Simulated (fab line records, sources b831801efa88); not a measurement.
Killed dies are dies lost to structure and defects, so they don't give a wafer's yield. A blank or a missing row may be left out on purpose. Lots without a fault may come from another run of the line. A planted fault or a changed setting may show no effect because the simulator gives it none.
fab line records | flow gf180mcu
record lots=12 wafers=36 last_day=34
route steps=602 shown VT_IMPLANT@121 HV_LDD@217 CONTACT@292 M1@321
lots that met no fault: from a run of the same line without faults
start_h: hours from the record's first day to the start of the lot's first wafer shown | wait_h: hours since the lot's step before | " the same as in the row above | L1.1+2: a row that stands for several wafers | - no value, or no start given | * or withheld: withheld | < > ~ a bound
route shown NAME@n: a module of which the file shows steps, and the number in the route of the first | usual: mean/standard deviation of fault-free wafers | same: alike in all rows | chamber/n: place in a boat | sites: the reading at each site | _std_site: their standard deviation | _edge_site: outer sites' mean less inner sites' | radius_mm: how far each site lies from the wafer's centre | mask NAME#n: copy n | behind: the tool/chamber that last shaped the wafer | hold: why the lot was held/for how many hours/how that ended | device: the transistor (n, p or np) that didn't switch | end of line: the same wafers' tests at the end of the route | a step without rows: its recipe alone | killed: dies lost to structure and defects at the first sort, not the wafer's yield | map: a wafer's dies, x killed, . not, _ none there
set.NAME: the setting as run; set.NAME@STEP: as run at that earlier step | model.NAME: the simulator's own value behind a step, which no gauge read
steps of the route over a sample of lots; a table a step, a row a wafer
services: from which hour (start_h, from the record's first day; less than 0 if before it) a tool's chamber was out of use, for how many hours, and why
## steps
# step GF_VT_IMPLANT_STRIP_31
# recipe chemistry=O2/N2 power_w=1400 pressure_mtorr=1500 platen_temp_c=250 o2_flow_sccm=3000 n2_flow_sccm=300 overash_fraction=0.5
# usual drypump_motor_current_A=5.6/0.36 heater_power_w=337/49 oes_product_au=0.716/0.0044 platen_temp_c=250.01/0.19 strip_time_to_endpoint_s=12.65/0.045
# columns lot.wafer tool chamber start_h wait_h drypump_motor_current_A heater_power_w oes_product_au platen_temp_c rf_hours_counter_h strip_time_to_endpoint_s
L364.3 plasma_asher-04 0 141.93 0.1 5.7 328 0.711 249.82 - 12.64
L364.5 " 1 " " 5.6 310 0.717 249.68 - 12.68
L364.6 " 0 " " 5.7 322 0.712 249.96 - 12.63
L365.2 plasma_asher-04 0 149.97 0.1 5.7 333 0.722 250.41 39 12.69
L365.3 " 0 " " 5.7 332 0.718 249.82 - 12.66
L365.4 " 1 " " 5.6 301 0.722 250.07 - 12.66
L366.3 plasma_asher-01 1 157.37 0.1 5.3 269 0.717 250.32 - 12.61
L366.4 " 0 " " 6.2 391 0.712 249.97 - 12.60
L366.5 " 1 " " 5.3 276 0.712 250.07 - 12.59
L368.2 plasma_asher-04 0 168.27 0.1 5.6 327 0.716 250.30 41 12.65
L368.5 " 0 " " 5.6 332 0.706 249.94 - 12.63
L368.6 " 1 " " 5.7 296 0.719 250.06 - 12.64
L369.1 plasma_asher-01 0 180.07 0.1 6.2 382 0.719 250.06 55 12.68
L369.3 " 0 " " 6.2 385 0.710 249.83 - 12.66
L369.4 " 1 " " 5.3 271 0.718 249.95 - 12.66
L372.3 plasma_asher-04 0 194.90 0.1 5.6 327 0.712 250.13 - 12.62
L372.4 " 1 " " 5.6 300 0.713 250.13 - 12.64
L372.5 " 0 " " 5.6 325 0.718 250.16 - 12.61
L373.2 plasma_asher-04 1 208.89 0.1 5.7 304 0.715 250.23 45 12.69
L373.4 " 1 " " 5.6 310 0.716 250.16 - 12.67
L373.6 " 1 " " 5.7 306 0.717 250.13 - 12.69
L377.1 plasma_asher-04 0 229.17 0.1 5.7 329 0.711 249.79 47 12.63
L377.2 " 1 " " 5.7 300 0.714 249.87 47 12.64
L377.3 " 1 " " 5.7 299 0.727 250.00 - 12.68
L381.1 plasma_asher-04 0 256.89 0.1 5.7 339 0.715 250.10 50 12.71
L381.2 " 1 " " 5.6 299 0.723 250.28 50 12.67
L381.4 " 0 " " 5.6 334 0.723 250.00 - 12.72
L385.1 plasma_asher-01 0 280.05 0.1 6.2 373 0.716 249.99 66 12.68
L385.2 " 1 " " 5.3 273 0.722 249.82 66 12.65
L385.3 " 1 " " 5.3 272 0.726 249.78 - 12.64
L386.1 plasma_asher-01 0 286.52 0.1 6.2 379 0.714 249.68 67 12.62
L386.2 " 1 " " 5.3 270 0.717 250.43 67 12.64
L386.3 " 0 " " 6.2 379 0.720 250.12 - 12.60
L387.1 plasma_asher-04 1 294.10 0.1 5.7 295 0.715 250.13 53 12.75
L387.4 " 0 " " 5.6 323 0.720 250.30 - 12.78
L387.6 " 0 " " 5.6 335 0.717 250.37 - 12.75
# step GF_HV_LDD_COAT_41
# recipe resist=NOVOLAK spin_rpm=3000 resist_thk_nm=1000
# usual spin_speed_rpm=3000.1/2.1
# columns lot.wafer tool chamber start_h wait_h spin_speed_rpm
L364.3 litho_track-01 0 264.00 0.1 2995.8
L364.5 " 0 " " 3000.1
L364.6 " 0 " " 3002.2
L365.2 litho_track-04 0 274.57 0.1 2998.7
L365.3 " 0 " " 3000.5
L365.4 " 0 " " 2996.7
L366.3 litho_track-01 0 284.45 0.1 2999.2
L366.4 " 0 " " 3001.9
L366.5 " 0 " " 3001.9
L368.2 litho_track-01 0 298.97 0.1 3004.1
L368.5 " 0 " " 2999.6
L368.6 " 0 " " 2998.8
L369.1 litho_track-04 0 310.59 0.1 2999.2
L369.3 " 0 " " 3001.1
L369.4 " 0 " " 3002.4
L372.3 litho_track-04 0 330.39 0.1 2999.4
L372.4 " 0 " " 2996.9
L372.5 " 0 " " 2997.3
L373.2 litho_track-01 0 348.57 0.1 3131.8
L373.4 " 0 " " 3126.4
L373.6 " 0 " " 3130.4
L377.1 litho_track-01 0 369.50 0.1 3126.1
L377.2 " 0 " " 3130.9
L377.3 " 0 " " 3130.0
L381.1 litho_track-04 0 403.04 0.1 2998.3
L381.2 " 0 " " 3001.9
L381.4 " 0 " " 2999.9
L385.1 litho_track-01 0 436.50 0.1 2999.3
L385.2 " 0 " " 3001.0
L385.3 " 0 " " 3000.1
L386.1 litho_track-01 0 444.30 0.1 2998.5
L386.2 " 0 " " 2999.6
L386.3 " 0 " " 2999.9
L387.1 litho_track-02 0 450.06 0.1 2998.9
L387.4 " 0 " " 3001.1
L387.6 " 0 " " 3000.3
# step GF_HV_LDD_STRIP_49
# recipe chemistry=O2/N2 power_w=1400 pressure_mtorr=1500 platen_temp_c=250 o2_flow_sccm=3000 n2_flow_sccm=300 overash_fraction=0.5
# usual drypump_motor_current_A=5.7/0.38 heater_power_w=358/43 oes_product_au=0.716/0.0044 platen_temp_c=249.96/0.16 strip_time_to_endpoint_s=12.62/0.037
# columns lot.wafer tool chamber start_h wait_h drypump_motor_current_A heater_power_w oes_product_au platen_temp_c rf_hours_counter_h strip_time_to_endpoint_s
L364.3 plasma_asher-02 0 274.25 0.1 5.0 377 0.714 250.29 - 12.61
L364.5 " 0 " " 5.0 388 0.719 250.07 - 12.64
L364.6 " 1 " " 5.8 412 0.711 249.95 - 12.61
L365.2 plasma_asher-03 1 284.87 0.1 5.8 385 0.709 250.02 18 12.65
L365.3 " 0 " " 5.9 318 0.717 250.06 - 12.61
L365.4 " 1 " " 5.8 383 0.709 249.76 - 12.56
L366.3 plasma_asher-03 0 295.20 0.1 5.9 318 0.718 249.69 - 12.62
L366.4 " 1 " " 5.8 378 0.714 250.04 - 12.65
L366.5 " 1 " " 5.8 375 0.720 249.46 - 12.66
L368.2 plasma_asher-03 0 309.66 0.1 5.9 308 0.716 250.02 20 12.65
L368.5 " 1 " " 5.8 368 0.718 250.04 - 12.61
L368.6 " 0 " " 5.9 327 0.714 250.23 - 12.65
L369.1 plasma_asher-03 0 321.82 0.1 5.9 320 0.720 250.01 22 12.69
L369.3 " 0 " " 5.9 320 0.714 249.74 - 12.66
L369.4 " 1 " " 5.8 384 0.721 249.96 - 12.65
L372.3 plasma_asher-03 0 341.99 0.1 5.9 315 0.710 250.07 - 12.71
L372.4 " 1 " " 5.8 374 0.716 249.85 - 12.66
L372.5 " 0 " " 5.9 315 0.715 250.00 - 12.69
L373.2 plasma_asher-02 1 359.45 0.1 5.8 419 0.713 249.92 77 12.39
L373.4 " 1 " " 5.8 414 0.720 249.75 - 12.37
L373.6 " 0 " " 5.0 388 0.724 249.90 - 12.41
L377.1 plasma_asher-01 1 381.32 0.1 5.3 276 0.722 249.81 77 12.36
L377.2 " 0 " " 6.2 379 0.712 249.80 77 12.36
L377.3 " 1 " " 5.3 277 0.709 249.85 - 12.33
L381.1 plasma_asher-02 0 414.99 0.1 5.0 389 0.720 249.92 83 12.60
L381.2 " 1 " " 5.8 420 0.722 249.76 83 12.58
L381.4 " 1 " " 5.8 417 0.719 249.98 - 12.56
L385.1 plasma_asher-02 0 449.05 0.1 5.0 370 0.710 250.20 2 12.67
L385.2 " 1 " " 5.8 408 0.713 249.94 2 12.65
L385.3 " 1 " " 5.8 394 0.721 250.13 - 12.66
L386.1 plasma_asher-02 1 457.42 0.1 5.8 399 0.713 250.11 3 12.63
L386.2 " 0 " " 5.0 369 0.731 249.99 3 12.61
L386.3 " 0 " " 5.0 377 0.714 249.86 - 12.58
L387.1 plasma_asher-02 1 462.49 0.1 5.8 403 0.708 250.10 3 12.66
L387.4 " 0 " " 5.0 368 0.719 250.14 - 12.61
L387.6 " 0 " " 5.0 362 0.717 250.19 - 12.60
# step GF_CONTACT_BOW_MEAS_05
# recipe mode=bow
# usual CONTACT_BOW=66/6.5
# columns lot.wafer tool chamber start_h wait_h CONTACT_BOW[um]
L364.3 film_metro-04 - 341.28 0.2 67
L364.5 " - " " 63
L364.6 " - " " 61
L365.2 film_metro-04 - 353.66 0.3 68
L365.3 " - " " 64
L365.4 " - " " 68
L366.3 film_metro-04 - 364.69 0.1 80
L366.4 " - " " 51
L366.5 " - " " 67
L368.2 film_metro-03 - 380.15 0.2 62
L368.5 " - " " 71
L368.6 " - " " 70
L369.1 film_metro-01 - 394.22 0.2 80
L369.3 " - " " 68
L369.4 " - " " 73
L372.3 film_metro-04 - 416.78 0.2 58
L372.4 " - " " 61
L372.5 " - " " 62
L373.2 film_metro-01 - 433.32 0.2 63
L373.4 " - " " 60
L373.6 " - " " 64
L377.1 film_metro-04 - 458.95 0.1 72
L377.2 " - " " 69
L377.3 " - " " 61
L381.1 film_metro-03 - 493.76 0.1 66
L381.2 " - " " 61
L381.4 " - " " 59
L385.1 film_metro-03 - 526.04 0.2 72
L385.2 " - " " 66
L385.3 " - " " 66
L386.1 film_metro-01 - 533.75 0.1 66
L386.2 " - " " 57
L386.3 " - " " 69
L387.1 film_metro-01 - 538.93 0.1 76
L387.4 " - " " 68
L387.6 " - " " 63
# step GF_M1_THK_MEAS_06
# recipe thk_meas_gauge=xrf reads=AlCu_of_M1_SPUTTER_02
# usual M1_ALCU_THK=454/5
# columns lot.wafer tool chamber start_h wait_h M1_ALCU_THK[nm]
L364.3 film_metro-02 - 364.64 0.1 453
L364.5 " - " " 446
L364.6 " - " " 447
L365.2 film_metro-04 - 376.85 0.1 458
L365.3 " - " " 455
L365.4 " - " " 457
L366.3 film_metro-03 - 389.16 0.1 453
L366.4 " - " " 456
L366.5 " - " " 453
L368.2 film_metro-02 - 405.44 0.1 447
L368.5 " - " " 448
L368.6 " - " " 452
L369.1 film_metro-02 - 419.28 0.1 449
L369.3 " - " " 446
L369.4 " - " " 452
L372.3 film_metro-04 - 443.11 0.1 461
L372.4 " - " " 462
L372.5 " - " " 455
L373.2 film_metro-03 - 459.75 0.1 451
L373.4 " - " " 454
L373.6 " - " " 456
L377.1 film_metro-04 - 484.38 0.1 455
L377.2 " - " " 456
L377.3 " - " " 458
L381.1 film_metro-02 - 519.23 0.1 451
L381.2 " - " " 450
L381.4 " - " " 455
L385.1 film_metro-04 - 551.03 0.1 456
L385.2 " - " " 455
L385.3 " - " " 458
L386.1 film_metro-03 - 558.19 0.1 444
L386.2 " - " " 455
L386.3 " - " " 455
L387.1 film_metro-02 - 562.98 0.1 453
L387.4 " - " " 463
L387.6 " - " " 461
## services
# columns tool chamber start_h hours kind
plasma_asher-02 - 132.22 1.2 repair
plasma_asher-02 - 155.52 14.6 pm
plasma_asher-04 - 164.07 2.4 repair
plasma_asher-02 - 277.55 4.3 pm
plasma_asher-04 - 284.91 4.1 repair
litho_track-02 - 286.92 - consumable_replace:filter
plasma_asher-03 - 301.96 2.8 pm
plasma_asher-01 - 375.45 0.9 repair
plasma_asher-02 - 421.25 9.0 pm
plasma_asher-02 0 421.25 11.1 vent_cycle
plasma_asher-02 1 421.25 11.1 vent_cycle
plasma_asher-02 - 429.00 3.3 repair
plasma_asher-02 0 430.25 - clean
plasma_asher-02 1 430.25 - clean
plasma_asher-02 - 458.77 2.8 pm
## key
first_sign step=GF_HV_LDD_COAT_41 reading=spin_speed_rpm direction=up sigmas=60 usual=* struck=*
effect step=GF_HV_LDD_STRIP_49 reading=strip_time_to_endpoint_s direction=down sigmas=6.9 usual=* struck=*
met_at GF_HV_LDD_COAT_41
struck_lots L373,L377
tester_left_out L373,L377
not_acting_at GF_VT_IMPLANT_STRIP_31,GF_CONTACT_BOW_MEAS_05,GF_M1_THK_MEAS_06
onset_between 298.97 348.57
fault kind=process_parameter_drift tool=litho_track-01 chamber=- onset_h=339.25 steps=GF_HV_LDD_COAT_41 channel=spin_rpm offset=* shape=step end_h=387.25 acts_in=* stated=*
# tester_left_out: of these lots the tester's yield and bins aren't shown, on N5 and GAA mostly nor the transistor test; their killed dies are dies lost to structure and defects alone, not to doping, threshold or leakage, so they don't give the yield
